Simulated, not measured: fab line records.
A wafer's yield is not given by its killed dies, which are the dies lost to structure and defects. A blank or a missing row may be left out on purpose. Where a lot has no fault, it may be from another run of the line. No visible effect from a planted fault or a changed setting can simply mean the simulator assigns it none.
fab line records + flow sky130
record:
- lots: 13
- wafers: 37
- last_day: 49
route steps=708 shown NWELL@78 PWDE@84 VT_ADJUST_LVTN@99 VT_ADJUST_NCORE@126 PAD_OPEN@708
lots with no fault: from the same line, run without faults
start_h: hours from the record's first day to the start of the lot's first wafer shown + wait_h: hours from the lot's prior step to this one + " as in the row above + L1.1+2: several wafers, shown together as one row + - no value present, or no start provided + * or withheld: withheld + < > ~ a bound
route shown NAME@n: names a module that has steps shown in the file, with the first one's number in the route + usual: mean/standard deviation of fault-free wafers + same: alike in all rows + chamber/n: place in a boat + sites: the reading at each site + _std_site: the standard deviation of these + _edge_site: inner sites' mean taken away from outer sites' mean + radius_mm: how far each site lies from the wafer's centre + mask NAME#n: copy n + behind: the most recent tool/chamber to have shaped the wafer + hold: cause of the lot's hold/its duration in hours/its outcome + device: whichever transistor did not switch (one of n, p or np) + end of line: tests of these same wafers at the route's end + step lacking rows: just its recipe + killed: dies lost to structure and defects at the first sort, not the wafer's yield + map: a wafer's dies, x killed, . not, _ none there
set.NAME: setting as actually run; set.NAME@STEP: the setting as run at that earlier step + model.NAME: the simulator's own value behind a step, which no gauge read
steps of the route over a sample of lots; a table a step, a row a wafer
services: when a tool's chamber went out of use (start_h, in hours from the record's first day, below 0 if earlier), for how many hours, and the reason
== steps ==
step: SKY_NWELL_STRIP_25
recipe:
- chemistry: O2/N2
- power_w: 1400
- pressure_mtorr: 1500
- platen_temp_c: withheld
- o2_flow_sccm: 3000
- n2_flow_sccm: 300
- overash_fraction: 0.5
usual:
- drypump_motor_current_A: 5.5/0.52
- oes_product_au: 0.723/0.0049
- strip_time_to_endpoint_s: 36.91/0.11
| lot.wafer | tool            | chamber | start_h | wait_h | drypump_motor_current_A | oes_product_au | rf_hours_counter_h | strip_time_to_endpoint_s |
|-----------|-----------------|---------|---------|--------|-------------------------|----------------|--------------------|--------------------------|
| L952.1    | plasma_asher-01 | 1       | 107.97  | 0.1    | 6.1                     | 0.721          | 42                 | 36.88                    |
| L952.4    | "               | 0       | "       | "      | 5.2                     | 0.715          | -                  | 36.91                    |
| L952.5    | "               | 0       | "       | "      | 5.2                     | 0.717          | -                  | 36.84                    |
| L953.3    | plasma_asher-01 | 0       | 114.26  | 0.1    | 5.2                     | 0.723          | -                  | 36.90                    |
| L953.4    | "               | 1       | "       | "      | 6.0                     | 0.720          | -                  | 37.08                    |
| L953.6    | "               | 0       | "       | "      | 5.2                     | 0.725          | -                  | 36.94                    |
| L954.1    | plasma_asher-04 | 0       | 118.67  | 0.1    | 5.6                     | 0.727          | 44                 | 37.03                    |
| L954.2    | "               | 1       | "       | "      | 5.0                     | 0.727          | 44                 | 37.07                    |
| L954.4    | "               | 1       | "       | "      | 5.0                     | 0.725          | -                  | 37.01                    |
| L955.2    | plasma_asher-04 | 1       | 126.99  | 0.1    | 5.0                     | 0.715          | 45                 | 36.81                    |
| L955.3    | "               | 1       | "       | "      | 5.0                     | 0.711          | -                  | 36.69                    |
| L955.4    | "               | 0       | "       | "      | 5.6                     | 0.725          | -                  | 36.81                    |
| L956.1    | plasma_asher-04 | 0       | 131.29  | 0.1    | 5.6                     | 0.716          | 46                 | 37.15                    |
| L956.4    | "               | 0       | "       | "      | 5.6                     | 0.728          | -                  | 37.10                    |
| L956.5    | "               | 0       | "       | "      | 5.6                     | 0.720          | -                  | 37.15                    |
| L957.2    | plasma_asher-02 | 0       | 139.89  | 0.1    | 6.0                     | 0.728          | 31                 | 36.80                    |
| L957.3    | "               | 1       | "       | "      | 4.7                     | 0.722          | -                  | 36.81                    |
| L957.4    | "               | 0       | "       | "      | 6.0                     | 0.720          | -                  | 36.82                    |
| L958.1    | plasma_asher-02 | 0       | 146.67  | 0.1    | 6.1                     | 0.714          | 32                 | 37.04                    |
| L958.2    | "               | 1       | "       | "      | 4.8                     | 0.730          | 32                 | 37.06                    |
| L958.4    | "               | 1       | "       | "      | 4.8                     | 0.721          | -                  | 37.05                    |
| L960.1    | plasma_asher-02 | 0       | 156.07  | 0.1    | 6.0                     | 0.715          | 33                 | 36.96                    |
| L960.2    | "               | 1       | "       | "      | 4.8                     | 0.724          | 33                 | 37.01                    |
| L960.3    | "               | 1       | "       | "      | 4.8                     | 0.730          | -                  | 37.03                    |
| L961.1    | plasma_asher-02 | 1       | 163.72  | 0.1    | 4.8                     | 0.721          | 33                 | 36.89                    |
| L961.2    | "               | 0       | "       | "      | 6.1                     | 0.722          | 33                 | 36.84                    |
| L961.6    | "               | 0       | "       | "      | 6.1                     | 0.722          | -                  | 36.72                    |
| L963.2    | plasma_asher-01 | 1       | 175.39  | 0.1    | 6.1                     | 0.725          | 50                 | 36.83                    |
| L963.4    | "               | 0       | "       | "      | 5.2                     | 0.719          | -                  | 36.85                    |
| L963.5    | "               | 0       | "       | "      | 5.2                     | 0.714          | -                  | 36.83                    |
| L966.1    | plasma_asher-02 | 1       | 191.57  | 0.2    | 4.8                     | 0.718          | 36                 | 36.96                    |
| L966.5    | "               | 1       | "       | "      | 4.8                     | 0.722          | -                  | 36.96                    |
| L966.6    | "               | 0       | "       | "      | 6.0                     | 0.724          | -                  | 36.99                    |
| L968.1    | plasma_asher-02 | 0       | 205.97  | 0.1    | 6.0                     | 0.721          | 38                 | 36.90                    |
| L968.6    | "               | 1       | "       | "      | 4.8                     | 0.727          | -                  | 36.96                    |
| L970.1    | plasma_asher-01 | 1       | 219.69  | 0.1    | 6.0                     | 0.714          | 54                 | 36.85                    |
| L970.3    | "               | 1       | "       | "      | 6.0                     | 0.722          | -                  | 36.93                    |
step: SKY_NWELL_RS_MEAS_31
recipe:
- thk_meas_gauge: four-point-probe
usual:
- PWDE_RS: 5270/21
| lot.wafer | tool          | chamber | start_h | wait_h | PWDE_RS[ohm/sq] |
|-----------|---------------|---------|---------|--------|-----------------|
| L952.1    | film_metro-01 | -       | 108.53  | 0.1    | 5226            |
| L952.4    | "             | -       | "       | "      | 5234            |
| L952.5    | "             | -       | "       | "      | 5217            |
| L953.3    | film_metro-01 | -       | 114.81  | 0.1    | 5251            |
| L953.4    | "             | -       | "       | "      | 5246            |
| L953.6    | "             | -       | "       | "      | 5233            |
| L954.1    | film_metro-04 | -       | 119.22  | 0.1    | 5289            |
| L954.2    | "             | -       | "       | "      | 5273            |
| L954.4    | "             | -       | "       | "      | 5277            |
| L955.2    | film_metro-04 | -       | 127.56  | 0.1    | 5263            |
| L955.3    | "             | -       | "       | "      | 5253            |
| L955.4    | "             | -       | "       | "      | 5274            |
| L956.1    | film_metro-01 | -       | 131.84  | 0.1    | 5285            |
| L956.4    | "             | -       | "       | "      | 5291            |
| L956.5    | "             | -       | "       | "      | 5299            |
| L957.2    | film_metro-01 | -       | 140.46  | 0.1    | 5280            |
| L957.3    | "             | -       | "       | "      | 5278            |
| L957.4    | "             | -       | "       | "      | 5289            |
| L958.1    | film_metro-01 | -       | 147.22  | 0.1    | 5257            |
| L958.2    | "             | -       | "       | "      | 5277            |
| L958.4    | "             | -       | "       | "      | 5276            |
| L960.1    | film_metro-04 | -       | 156.63  | 0.1    | 5242            |
| L960.2    | "             | -       | "       | "      | 5254            |
| L960.3    | "             | -       | "       | "      | 5249            |
| L961.1    | film_metro-04 | -       | 164.27  | 0.1    | 5282            |
| L961.2    | "             | -       | "       | "      | 5296            |
| L961.6    | "             | -       | "       | "      | 5284            |
| L963.2    | film_metro-01 | -       | 175.96  | 0.1    | 5258            |
| L963.4    | "             | -       | "       | "      | 5258            |
| L963.5    | "             | -       | "       | "      | 5256            |
| L966.1    | film_metro-04 | -       | 192.13  | 0.1    | 5303            |
| L966.5    | "             | -       | "       | "      | 5293            |
| L966.6    | "             | -       | "       | "      | 5297            |
| L968.1    | film_metro-03 | -       | 206.52  | 0.1    | 5299            |
| L968.6    | "             | -       | "       | "      | 5313            |
| L970.1    | film_metro-04 | -       | 220.29  | 0.1    | 5267            |
| L970.3    | "             | -       | "       | "      | 5257            |
step: SKY_VT_ADJUST_LVTN_COAT_02
recipe:
- spin_rpm: 2000
- resist_thk_nm: 3000
| lot.wafer  | tool           | chamber | start_h | wait_h |
|------------|----------------|---------|---------|--------|
| L952.1+4+5 | litho_track-02 | 0       | 134.76  | 0.1    |
| L953.3+4+6 | litho_track-01 | 0       | 141.89  | 0.1    |
| L954.1+2+4 | litho_track-02 | 0       | 147.66  | 0.1    |
| L955.2+3+4 | litho_track-04 | 0       | 155.64  | 0.1    |
| L956.1+4+5 | litho_track-01 | 0       | 159.94  | 0.1    |
| L957.2+3+4 | litho_track-02 | 0       | 170.18  | 0.1    |
| L958.1+2+4 | litho_track-04 | 0       | 176.47  | 0.1    |
| L960.1+2+3 | litho_track-02 | 0       | 188.01  | 0.1    |
| L961.1+2+6 | litho_track-01 | 0       | 194.44  | 0.1    |
| L963.2+4+5 | litho_track-02 | 0       | 208.58  | 0.1    |
| L966.1+5+6 | litho_track-02 | 0       | 225.21  | 0.1    |
| L968.1+6   | litho_track-02 | 0       | 240.71  | 0.1    |
| L970.1+3   | litho_track-02 | 0       | 254.96  | 0.1    |
step: SKY_VT_ADJUST_LVTN_STRIP_09
recipe:
- chemistry: O2/N2
- power_w: 1400
- pressure_mtorr: 1500
- platen_temp_c: withheld
- o2_flow_sccm: 3000
- n2_flow_sccm: 300
- overash_fraction: 0.5
usual:
- drypump_motor_current_A: 5.6/0.42
- oes_product_au: 0.722/0.0051
- strip_time_to_endpoint_s: 36.92/0.11
| lot.wafer | tool            | chamber | start_h | wait_h | drypump_motor_current_A | oes_product_au | rf_hours_counter_h | strip_time_to_endpoint_s |
|-----------|-----------------|---------|---------|--------|-------------------------|----------------|--------------------|--------------------------|
| L952.1    | plasma_asher-01 | 1       | 145.19  | 0.1    | 6.1                     | 0.728          | 47                 | 37.00                    |
| L952.4    | "               | 1       | "       | "      | 6.1                     | 0.720          | -                  | 37.00                    |
| L952.5    | "               | 1       | "       | "      | 6.1                     | 0.721          | -                  | 36.97                    |
| L953.3    | plasma_asher-01 | 0       | 151.53  | 0.1    | 5.2                     | 0.715          | -                  | 36.92                    |
| L953.4    | "               | 1       | "       | "      | 6.1                     | 0.714          | -                  | 36.83                    |
| L953.6    | "               | 0       | "       | "      | 5.2                     | 0.718          | -                  | 36.84                    |
| L954.1    | plasma_asher-01 | 0       | 157.40  | 0.1    | 5.2                     | 0.714          | 48                 | 36.77                    |
| L954.2    | "               | 1       | "       | "      | 6.0                     | 0.726          | 48                 | 36.77                    |
| L954.4    | "               | 0       | "       | "      | 5.2                     | 0.722          | -                  | 36.81                    |
| L955.2    | plasma_asher-01 | 1       | 166.12  | 0.1    | 6.0                     | 0.728          | 49                 | 36.88                    |
| L955.3    | "               | 0       | "       | "      | 5.2                     | 0.727          | -                  | 37.01                    |
| L955.4    | "               | 1       | "       | "      | 6.0                     | 0.718          | -                  | 36.99                    |
| L956.1    | plasma_asher-04 | 1       | 170.70  | 0.1    | 5.0                     | 0.717          | 50                 | 37.05                    |
| L956.4    | "               | 0       | "       | "      | 5.6                     | 0.729          | -                  | 36.84                    |
| L956.5    | "               | 0       | "       | "      | 5.6                     | 0.719          | -                  | 36.90                    |
| L957.2    | plasma_asher-01 | 0       | 181.04  | 0.1    | 5.2                     | 0.715          | 50                 | 36.85                    |
| L957.3    | "               | 1       | "       | "      | 6.1                     | 0.722          | -                  | 36.80                    |
| L957.4    | "               | 0       | "       | "      | 5.2                     | 0.724          | -                  | 36.87                    |
| L958.1    | plasma_asher-01 | 1       | 187.59  | 0.1    | 6.1                     | 0.714          | 51                 | 36.73                    |
| L958.2    | "               | 0       | "       | "      | 5.2                     | 0.719          | 51                 | 36.75                    |
| L958.4    | "               | 0       | "       | "      | 5.2                     | 0.720          | -                  | 36.78                    |
| L960.1    | plasma_asher-03 | 0       | 198.85  | 0.1    | 6.1                     | 0.728          | 7                  | 36.92                    |
| L960.2    | "               | 1       | "       | "      | 5.4                     | 0.719          | 7                  | 37.00                    |
| L960.3    | "               | 0       | "       | "      | 6.1                     | 0.717          | -                  | 36.86                    |
| L961.1    | plasma_asher-01 | 0       | 205.65  | 0.1    | 5.2                     | 0.729          | 53                 | 36.96                    |
| L961.2    | "               | 1       | "       | "      | 6.0                     | 0.719          | 53                 | 36.83                    |
| L961.6    | "               | 1       | "       | "      | 6.0                     | 0.726          | -                  | 36.96                    |
| L963.2    | plasma_asher-03 | 0       | 220.10  | 0.1    | 6.1                     | 0.714          | 10                 | 36.68                    |
| L963.4    | "               | 0       | "       | "      | 6.1                     | 0.724          | -                  | 36.63                    |
| L963.5    | "               | 0       | "       | "      | 6.1                     | 0.719          | -                  | 36.84                    |
| L966.1    | plasma_asher-03 | 0       | 237.52  | 0.1    | 6.1                     | 0.720          | 12                 | 31.35                    |
| L966.5    | "               | 1       | "       | "      | 5.4                     | 0.721          | -                  | 36.96                    |
| L966.6    | "               | 0       | "       | "      | 6.1                     | 0.711          | -                  | 36.79                    |
| L968.1    | plasma_asher-03 | 0       | 252.57  | 0.1    | 6.1                     | 0.722          | 15                 | 31.35                    |
| L968.6    | "               | 0       | "       | "      | 6.1                     | 0.711          | -                  | 36.95                    |
| L970.1    | plasma_asher-04 | 0       | 267.35  | 0.1    | 5.6                     | 0.725          | 54                 | 31.32                    |
| L970.3    | "               | 1       | "       | "      | 5.0                     | 0.721          | -                  | 36.95                    |
step: SKY_VT_ADJUST_NCORE_CD_MEAS_07
recipe:
- target_cd_nm: 380
usual:
- cd_nm: 380.5/2.6
| lot.wafer | tool      | chamber | start_h | wait_h | cd_nm |
|-----------|-----------|---------|---------|--------|-------|
| L952.1    | cd_sem-02 | -       | 184.54  | 0.1    | 379.1 |
| L952.4    | "         | -       | "       | "      | 379.6 |
| L952.5    | "         | -       | "       | "      | 379.3 |
| L953.3    | cd_sem-01 | -       | 193.09  | 0.1    | 375.1 |
| L953.4    | "         | -       | "       | "      | 375.3 |
| L953.6    | "         | -       | "       | "      | 376.6 |
| L954.1    | cd_sem-02 | -       | 198.69  | 0.1    | 377.1 |
| L954.2    | "         | -       | "       | "      | 379.0 |
| L954.4    | "         | -       | "       | "      | 376.5 |
| L955.2    | cd_sem-02 | -       | 207.71  | 0.1    | 380.1 |
| L955.3    | "         | -       | "       | "      | 381.3 |
| L955.4    | "         | -       | "       | "      | 380.0 |
| L956.1    | cd_sem-02 | -       | 214.25  | 0.1    | 383.0 |
| L956.4    | "         | -       | "       | "      | 382.3 |
| L956.5    | "         | -       | "       | "      | 383.5 |
| L957.2    | cd_sem-02 | -       | 224.78  | 0.1    | 382.7 |
| L957.3    | "         | -       | "       | "      | 383.4 |
| L957.4    | "         | -       | "       | "      | 381.7 |
| L958.1    | cd_sem-02 | -       | 232.19  | 0.1    | 381.5 |
| L958.2    | "         | -       | "       | "      | 382.0 |
| L958.4    | "         | -       | "       | "      | 382.1 |
| L960.1    | cd_sem-01 | -       | 245.00  | 0.1    | 378.0 |
| L960.2    | "         | -       | "       | "      | 379.7 |
| L960.3    | "         | -       | "       | "      | 378.1 |
| L961.1    | cd_sem-01 | -       | 252.01  | 0.1    | 385.8 |
| L961.2    | "         | -       | "       | "      | 385.0 |
| L961.6    | "         | -       | "       | "      | 383.4 |
| L963.2    | cd_sem-02 | -       | 266.97  | 0.1    | 380.7 |
| L963.4    | "         | -       | "       | "      | 377.9 |
| L963.5    | "         | -       | "       | "      | 377.9 |
| L966.1    | cd_sem-02 | -       | 285.46  | 0.1    | 382.7 |
| L966.5    | "         | -       | "       | "      | 383.2 |
| L966.6    | "         | -       | "       | "      | 381.1 |
| L968.1    | cd_sem-02 | -       | 301.86  | 0.1    | 382.6 |
| L968.6    | "         | -       | "       | "      | 381.2 |
| L970.1    | cd_sem-01 | -       | 317.85  | 0.1    | 381.0 |
| L970.3    | "         | -       | "       | "      | 381.1 |
step: SKY_PAD_OPEN_PROBE_99
usual:
- killed_at_M0_to_M3: 42/7.7
- killed_at_M4_up: 3.1/1.9
- killed_at_contacts: 24/4.9
- killed_at_front_end: 15/4.6
- killed_at_other: 0.3/0.51
- killed_dies: 85/9.9
- killed_open: 47/7.1
- killed_short: 38/6.7
same:
- gross_dies: 492
- killed_at_back_side: 0
| lot.wafer | tool      | chamber | start_h | wait_h | killed_at_M0_to_M3 | killed_at_M4_up | killed_at_contacts | killed_at_front_end | killed_at_other | killed_dies | killed_open | killed_short |
|-----------|-----------|---------|---------|--------|--------------------|-----------------|--------------------|---------------------|-----------------|-------------|-------------|--------------|
| L958.1    | prober-02 | -       | 1121.83 | 0.1    | 40                 | 2               | 17                 | 15                  | 1               | 75          | 43          | 32           |
| L958.2    | prober-02 | -       | 1121.88 | 0.1    | 42                 | 1               | 34                 | 16                  | 0               | 93          | 45          | 48           |
| L958.4    | prober-02 | -       | 1121.98 | 0.2    | 50                 | 1               | 16                 | 20                  | 0               | 87          | 52          | 35           |
| L960.1    | prober-02 | -       | 1130.15 | 0.1    | 58                 | 6               | 29                 | 18                  | 0               | 111         | 63          | 48           |
| L960.2    | prober-02 | -       | 1130.20 | 0.1    | 34                 | 6               | 25                 | 20                  | 0               | 85          | 44          | 41           |
| L960.3    | prober-02 | -       | 1130.25 | 0.2    | 40                 | 2               | 29                 | 13                  | 0               | 84          | 45          | 39           |
| L963.2    | prober-01 | -       | 1149.39 | 0.1    | 45                 | 3               | 23                 | 15                  | 0               | 86          | 53          | 32           |
| L963.4    | prober-01 | -       | 1149.49 | 0.2    | 39                 | 2               | 17                 | 19                  | 0               | 77          | 46          | 29           |
| L963.5    | prober-01 | -       | 1149.54 | 0.2    | 42                 | 2               | 18                 | 19                  | 0               | 81          | 49          | 32           |
| L966.5    | prober-02 | -       | 1161.37 | 0.2    | 34                 | 4               | 21                 | 18                  | 0               | 77          | 43          | 34           |
| L966.6    | prober-02 | -       | 1161.42 | 0.2    | 51                 | 1               | 21                 | 13                  | 0               | 86          | 41          | 45           |
| L970.1    | prober-02 | -       | 1183.18 | 0.1    | 36                 | 3               | 21                 | 12                  | 0               | 72          | 39          | 33           |
killed by level:class
L958.1 VIA1:geometric_particle:open=8 VIA2:geometric_particle:open=8 LI_CONTACT:geometric_particle:open=6 VIA3:geometric_particle:open=6 METAL2:geometric_particle:short=5 CONTACT:geometric_particle:open=4 VIA1:geometric_particle:short=4 POLY_GATE:geometric_particle:short=3
L958.2 LI_CONTACT:geometric_particle:open=10 METAL1:geometric_particle:short=9 LOCAL_INTERCONNECT:geometric_particle:short=8 VIA1:geometric_particle:open=8 CONTACT:geometric_particle:open=7 VIA1:geometric_particle:short=7 FIELD_ISO:geometric_particle:short=5 POLY_GATE:geometric_particle:open=5
L958.4 VIA1:geometric_particle:open=14 CONTACT:geometric_particle:open=8 VIA2:geometric_particle:open=7 POLY_GATE:geometric_particle:short=6 VIA3:geometric_particle:open=6 METAL2:geometric_particle:short=5 VIA1:geometric_particle:short=5 POLY_GATE:geometric_particle:open=4
L960.1 VIA1:geometric_particle:open=11 CONTACT:geometric_particle:open=10 VIA1:geometric_particle:short=10 VIA2:geometric_particle:open=10 LI_CONTACT:geometric_particle:open=9 VIA3:geometric_particle:open=7 METAL2:geometric_particle:short=6 FIELD_ISO:geometric_particle:open=5
L960.2 CONTACT:geometric_particle:open=11 LI_CONTACT:geometric_particle:open=10 METAL2:geometric_particle:short=7 FIELD_ISO:geometric_particle:short=5 VIA1:geometric_particle:short=5 VIA1:geometric_particle:open=5 FIELD_ISO:geometric_particle:open=4 POLY_GATE:geometric_particle:open=4
L960.3 CONTACT:geometric_particle:open=10 LI_CONTACT:geometric_particle:open=8 METAL1:geometric_particle:short=7 VIA3:geometric_particle:open=6 CONTACT:geometric_particle:short=5 METAL2:geometric_particle:short=5 VIA1:geometric_particle:open=4 METAL1:geometric_particle:open=4
L963.2 VIA1:geometric_particle:open=18 CONTACT:geometric_particle:open=8 LI_CONTACT:geometric_particle:open=7 METAL2:geometric_particle:short=7 VIA1:geometric_particle:short=6 FIELD_ISO:geometric_particle:open=5 FIELD_ISO:geometric_particle:short=4 VIA3:geometric_particle:open=4
L963.4 VIA1:geometric_particle:open=13 CONTACT:geometric_particle:open=9 FIELD_ISO:geometric_particle:short=5 FIELD_ISO:geometric_particle:open=5 VIA3:geometric_particle:open=5 POLY_GATE:geometric_particle:short=4 LI_CONTACT:geometric_particle:open=4 METAL2:geometric_particle:short=4
L963.5 VIA1:geometric_particle:open=13 FIELD_ISO:geometric_particle:short=7 LI_CONTACT:geometric_particle:open=7 FIELD_ISO:geometric_particle:open=6 CONTACT:geometric_particle:open=6 VIA2:geometric_particle:open=6 METAL1:geometric_particle:short=4 VIA2:geometric_particle:short=4
L966.5 VIA1:geometric_particle:open=10 CONTACT:geometric_particle:open=6 METAL3:geometric_particle:short=5 POLY_GATE:geometric_particle:short=4 POLY_GATE:geometric_particle:open=4 LI_CONTACT:geometric_particle:open=4 LOCAL_INTERCONNECT:geometric_particle:short=4 CONTACT:geometric_particle:short=4
L966.6 VIA1:geometric_particle:open=14 METAL2:geometric_particle:short=10 CONTACT:geometric_particle:short=7 CONTACT:geometric_particle:open=6 VIA1:geometric_particle:short=6 LI_CONTACT:geometric_particle:open=4 VIA3:geometric_particle:open=4 METAL1:geometric_particle:short=3
L970.1 LI_CONTACT:geometric_particle:open=7 VIA1:geometric_particle:open=7 CONTACT:geometric_particle:open=6 FIELD_ISO:geometric_particle:open=5 VIA3:geometric_particle:open=5 VIA3:geometric_particle:short=5 CONTACT:geometric_particle:short=4 METAL2:geometric_particle:short=4
== services ==
| tool            | chamber | start_h | hours | kind                      |
|-----------------|---------|---------|-------|---------------------------|
| plasma_asher-02 | -       | 98.20   | 15.6  | pm                        |
| plasma_asher-03 | -       | 108.75  | 9.0   | pm                        |
| plasma_asher-03 | 0       | 108.75  | 9.0   | vent_cycle                |
| plasma_asher-03 | 1       | 108.75  | 9.0   | vent_cycle                |
| plasma_asher-03 | 0       | 117.75  | -     | clean                     |
| plasma_asher-03 | 1       | 117.75  | -     | clean                     |
| plasma_asher-03 | -       | 139.75  | 6.9   | repair                    |
| plasma_asher-04 | -       | 199.78  | 0.7   | repair                    |
| plasma_asher-04 | -       | 208.36  | 54.3  | repair                    |
| plasma_asher-01 | -       | 212.83  | 1.9   | repair                    |
| plasma_asher-01 | -       | 247.36  | 3.7   | repair                    |
| litho_track-02  | -       | 264.29  | -     | consumable_replace:filter |
== key ==
first_sign:
- step: SKY_VT_ADJUST_LVTN_STRIP_09
- reading: strip_time_to_endpoint_s
- direction: down
- sigmas: 53
- usual: *
- struck: *
effect none on later readings
met_at SKY_VT_ADJUST_LVTN_COAT_02
struck_lots L966,L968,L970
struck_wafers L966.1,L968.1,L970.1
tester_left_out L966,L968,L970
not_acting_at SKY_NWELL_STRIP_25,SKY_NWELL_RS_MEAS_31,SKY_VT_ADJUST_NCORE_CD_MEAS_07
onset_between 208.58 225.21
fault:
- kind: process_parameter_drift
- tool: litho_track-02
- chamber: -
- onset_h: 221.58
- steps: SKY_VT_ADJUST_LVTN_COAT_02
- channel: resist_thk_nm
- offset: -490.37
- shape: step
- end_h: 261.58
- scope: struck_wafers_only
- acts_in: these_recipes_only
- stated: 3000
tester_left_out: of these lots the tester's yield and bins aren't shown, on N5 and GAA mostly nor the transistor test; their killed dies are dies lost to structure and defects alone, not to doping, threshold or leakage, so they don't give the yield
